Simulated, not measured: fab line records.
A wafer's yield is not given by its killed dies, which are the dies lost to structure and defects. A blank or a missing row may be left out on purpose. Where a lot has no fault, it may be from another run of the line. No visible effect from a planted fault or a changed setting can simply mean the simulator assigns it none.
Which of the tools did it? -- flow gf180mcu -- 36 wafers from 12 lots sampled at 7 of the route's 602 steps

WHAT THE GAUGES SHOWED, per wafer
GF_MVSD_OVL_MEAS_07. Usual: for MVSD_OVL the level is -0.4 nm and the standard deviation is 1.1.
lot,measured,on,MVSD_OVL (nm),flag
L923,day 4 09:27,overlay-02,-0.4 -0.3 -2.2,
L924,day 4 15:43,overlay-01,0.7 0.6 0.6,
L925,day 4 21:52,overlay-02,-1.2 -0.8 -1.5,
L926,day 5 02:35,overlay-02,-1.5 -0.7 0.2,
L929,day 5 21:12,overlay-01,-0.5 -0.4 -1.5,
L933,day 6 22:14,overlay-01,1.9 -0.3 0.4,
L934,day 7 02:23,overlay-01,-1.7 -2.4 -2.0,
L938,day 8 02:40,overlay-02,- - -,OFF
L939,day 8 07:54,overlay-02,- - -,OFF
L944,day 9 10:39,overlay-01,-0.1 -1.2 -0.3,
L945,day 9 15:32,overlay-01,0.5 0.2 -0.3,
L946,day 10 01:27,overlay-01,0.5 1.4 -1.0,

GF_MVPSD_TW_MEAS_11. Usual: for MVPSD_TW the level is 552 and the standard deviation is 6.
lot,measured,on,MVPSD_TW,flag
L923,day 5 00:12,film metro-02,550 549 555,
L924,day 5 06:52,film metro-04,561 559 562,
L925,day 5 13:12,film metro-04,561 561 561,
L926,day 5 18:13,film metro-01,551 552 550,
L929,day 6 12:51,film metro-02,545 546 541,
L933,day 7 14:30,film metro-01,553 550 555,
L934,day 7 18:56,film metro-01,550 552 551,
L938,day 8 19:40,film metro-04,1617 1608 1634,OFF
L939,day 9 00:58,film metro-02,1578 1588 1580,OFF
L944,day 10 04:19,film metro-01,552 551 553,
L945,day 10 09:44,film metro-01,553 553 550,
L946,day 10 20:14,film metro-01,551 550 554,

GF_VT_IMPLANT_TW_MEAS_10. Usual: for VT_IMPLANT_TW the level is 566 and the standard deviation is 6.6.
lot,measured,on,VT_IMPLANT_TW,flag
L923,day 5 14:36,film metro-04,569 573 570,
L924,day 5 21:11,film metro-04,577 574 574,
L925,day 6 04:12,film metro-02,560 556 558,
L926,day 6 09:10,film metro-03,565 566 566,
L929,day 7 03:59,film metro-03,569 566 568,
L933,day 8 05:53,film metro-02,555 555 557,
L934,day 8 10:14,film metro-04,571 571 570,
L938,day 9 12:59,film metro-04,1618 1618 1633,OFF
L939,day 9 18:09,film metro-02,1581 1579 1579,OFF
L944,day 10 22:17,film metro-04,567 568 570,
L945,day 11 04:47,film metro-02,555 555 556,
L946,day 11 15:05,film metro-04,570 573 573,

GF_VT_IMPLANT_OVL_MEAS_40. Usual: for VT_IMPLANT_03_OVL the level is 0.5 nm and the standard deviation is 1.4.
lot,measured,on,VT_IMPLANT_03_OVL (nm),flag
L923,day 7 11:54,overlay-02,-0.1 0.8 1.3,
L924,day 7 19:18,overlay-01,2.5 -0.1 2.6,
L925,day 8 03:12,overlay-01,1.2 1.6 4.3,
L926,day 8 08:37,overlay-01,1.7 2.5 0.3,
L929,day 9 04:27,overlay-01,1.5 0.4 0.7,
L933,day 10 08:58,overlay-01,0.9 1.1 0.3,
L934,day 10 13:57,overlay-02,2.3 1.2 0.5,
L938,day 11 19:12,overlay-01,-1.9 2.7 -0.3,
L939,day 12 01:16,overlay-01,-0.3 -0.5 0.5,
L944,day 13 07:53,overlay-01,0.4 0.1 1.7,
L945,day 13 14:54,overlay-01,1.1 2.0 2.7,
L946,day 14 03:38,overlay-01,1.7 0.7 -0.3,

GF_DUAL_GATE_THK_MEAS_03. Usual: for DUAL_GATE_OXIDATION_00_THK the level is 11.01 nm and the standard deviation is 0.23.
lot,measured,on,DUAL_GATE_OXIDATION_00_THK (nm),flag
L923,day 7 14:55,film metro-03,10.79 10.82 11.12,
L924,day 7 23:05,film metro-03,10.56 10.57 10.64,
L925,day 8 07:06,film metro-01,10.92 10.99 10.92,
L926,day 8 11:14,film metro-03,10.68 10.61 10.63,
L929,day 9 08:07,film metro-02,10.89 10.89 10.98,
L933,day 10 11:37,film metro-02,11.25 11.33 11.27,
L934,day 10 16:41,film metro-01,11.48 11.31 11.44,
L938,day 11 22:58,film metro-01,10.88 11.14 11.05,
L939,day 12 03:53,film metro-03,10.97 11.11 11.03,
L944,day 13 12:29,film metro-03,10.65 10.92 10.59,
L945,day 13 17:30,film metro-01,11.14 11.22 11.15,
L946,day 14 06:14,film metro-02,11.21 11.32 11.04,

WHICH TOOL RAN EACH LOT (tool, then ch and the chambers of the sampled wafers, then the start)
lot,GF_MVSD_COAT_02,GF_VT_IMPLANT_STRIP_31
L923,"litho track-03 ch 0, day 4 02:39","plasma asher-04 ch 0,1, day 6 20:38"
L924,"litho track-04 ch 0, day 4 08:39","plasma asher-03 ch 0,1, day 7 03:32"
L925,"litho track-03 ch 0, day 4 14:24","plasma asher-03 ch 0,1, day 7 11:20"
L926,"litho track-03 ch 0, day 4 19:42","plasma asher-03 ch 0,1, day 7 16:49"
L929,"litho track-04 ch 0, day 5 13:19","plasma asher-04 ch 0,1, day 8 11:23"
L933,"litho track-03 ch 0, day 6 14:06","plasma asher-03 ch 0,1, day 9 14:41"
L934,"litho track-02 ch 0, day 6 18:23","plasma asher-01 ch 0,1, day 9 19:59"
L938,"litho track-02, day 7 18:44","plasma asher-03 ch 0,1, day 11 00:29"
L939,"litho track-04, day 7 23:24","plasma asher-03 ch 0,1, day 11 06:22"
L944,"litho track-02 ch 0, day 9 01:55","plasma asher-04 ch 0,1, day 12 11:59"
L945,"litho track-03 ch 0, day 9 07:07","plasma asher-01 ch 0,1, day 12 19:17"
L946,"litho track-02 ch 0, day 9 16:26","plasma asher-04 ch 0,1, day 13 07:44"
- GF_MVSD_COAT_02: resist thk 3000 nm.
- GF_VT_IMPLANT_STRIP_31: strips in O2/N2.

WHAT THE TOOLS THEMSELVES READ (means of the sampled wafers that have a number; where no wafer has one, the mark that the record gives instead)
GF_MVSD_COAT_02. Usual: chill plate temp C 23.01 C, standard deviation 0.11; dispense pressure kPa 44.6 kPa, standard deviation 2.8; resist line temp C 22.99 C, standard deviation 0.1; spin speed rpm 2000.0 rpm, standard deviation 1.4.
lot,tool,chill plate temp C (C),dispense pressure kPa (kPa),resist line temp C (C),spin speed rpm (rpm),flag
L923,litho track-03,22.94,41.3,22.92,2001.0,
L924,litho track-04,23.00,46.7,23.05,1999.1,
L925,litho track-03,22.88,41.3,22.86,2000.0,
L926,litho track-03,23.18,41.3,22.97,1999.7,
L929,litho track-04,22.98,46.7,22.95,2001.4,
L933,litho track-03,23.07,41.2,22.93,2001.2,
L934,litho track-02,23.11,47.2,23.02,2001.2,
L938,litho track-02,-,-,-,-,OFF
L939,litho track-04,-,-,-,-,OFF
L944,litho track-02,23.02,47.2,22.91,2000.3,
L945,litho track-03,22.99,41.3,23.00,1998.2,
L946,litho track-02,22.96,47.2,23.04,2001.2,

GF_VT_IMPLANT_STRIP_31. Usual: drypump motor current A 5.6 A, standard deviation 0.32; heater power w 338 W, standard deviation 26; oes product au 0.716 a.u., standard deviation 0.0051; strip time to endpoint s 12.62 s, standard deviation 0.033.
lot,tool,drypump motor current A (A),heater power w (W),oes product au (a.u.),strip time to endpoint s (s),flag
L923,plasma asher-04,5.6,348,0.712,12.62,
L924,plasma asher-03,5.6,308,0.710,12.63,
L925,plasma asher-03,5.6,312,0.712,12.66,
L926,plasma asher-03,5.6,309,0.716,12.57,
L929,plasma asher-04,5.5,343,0.716,12.63,
L933,plasma asher-03,5.9,321,0.717,12.55,
L934,plasma asher-01,5.4,350,0.714,12.62,
L938,plasma asher-03,5.6,310,0.718,12.63,
L939,plasma asher-03,5.6,308,0.718,12.61,
L944,plasma asher-04,5.6,346,0.715,12.62,
L945,plasma asher-01,5.1,340,0.718,12.60,
L946,plasma asher-04,5.6,358,0.716,12.59,

THE ANSWER, worked out from the rows above alone
Rule: lot off if the mean of its wafers having a number is beyond 3 standard deviations from the usual mean. A lot without any number at a reading at which 4 lots or more have one is off too. Where the step has rows for the other lots, those lots are counted as sound. The gauges are gone through in route order, then the tools' own readings, and for those a lot's mean is taken as printed above. At the first step where some lot is off, the reading lying furthest off is the one used; lots without a number count as furthest.
Off: L938, L939, at GF_MVSD_OVL_MEAS_07 (MVSD_OVL). Without a number there: L938, L939.
If a tool, at a process step before that reading, ran all the lots that are off and no sound lot after the first of them, it fits. The gauges at GF_MVSD_OVL_MEAS_07 aren't tried: what is off there is off at GF_MVPSD_TW_MEAS_11 too, on other tools, and a gauge's error can't cause that. No candidate that was tried fits.

WHAT WAS PUT IN BY THE SIMULATOR
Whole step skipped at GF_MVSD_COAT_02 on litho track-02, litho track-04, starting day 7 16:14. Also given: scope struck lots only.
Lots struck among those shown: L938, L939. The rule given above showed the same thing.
